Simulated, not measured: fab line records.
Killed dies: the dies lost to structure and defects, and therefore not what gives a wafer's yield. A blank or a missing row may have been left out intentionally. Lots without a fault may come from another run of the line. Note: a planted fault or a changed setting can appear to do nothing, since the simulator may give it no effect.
Chamber matching / flow gf180mcu / 3 sister chambers for GF_CONTACT_CVD_00 on hdpcvd-02
The step deposits SiO2, target thk 300 nm, time 50 s. 3 wafers are shown with their chamber, then 7 later ones without.

WAFERS PAIRED WITH THEIR CHAMBERS
wafer=L468.3; chamber=2; pressure_mtorr (mTorr)=5.987
wafer=L470.1; chamber=0; pressure_mtorr (mTorr)=6.004
wafer=L470.2; chamber=1; pressure_mtorr (mTorr)=5.991

WAFERS WITHOUT THEIR CHAMBER
wafer=L470.4; pressure_mtorr (mTorr)=5.990
wafer=L471.1; pressure_mtorr (mTorr)=6.000
wafer=L471.2; pressure_mtorr (mTorr)=5.993
wafer=L471.4; pressure_mtorr (mTorr)=6.020
wafer=L473.1; pressure_mtorr (mTorr)=6.007
wafer=L473.3; pressure_mtorr (mTorr)=5.988
wafer=L473.6; pressure_mtorr (mTorr)=5.989

WHICH CHAMBER EACH WENT THROUGH
wafer=L470.4; from the rows above=can't be placed: 1 or 2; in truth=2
wafer=L471.1; from the rows above=can't be placed: 0 or 1 or 2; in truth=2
wafer=L471.2; from the rows above=can't be placed: 1 or 2 or 0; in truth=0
wafer=L471.4; from the rows above=0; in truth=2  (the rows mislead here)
wafer=L473.1; from the rows above=0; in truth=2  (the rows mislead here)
wafer=L473.3; from the rows above=can't be placed: 2 or 1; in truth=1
wafer=L473.6; from the rows above=can't be placed: 1 or 2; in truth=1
Correctly placed: 0 of 7. These rows do not allow placing 5 (true chamber among the candidates in 5). Wrongly placed: 2.
How it was worked out, from the rows above alone: a wafer's distance from a chamber is the root of the sum, over the readings, of the square of ((its reading less the chamber's mean) divided by the reading's scatter). If the next closest chamber is less than 2 further off than the closest, the wafer can't be placed; otherwise it belongs to the closest. A chamber's mean is the mean of its shown wafers. The scatter: root of mean squared gap, hidden wafer to nearest shown wafer, with one shown wafer a chamber.
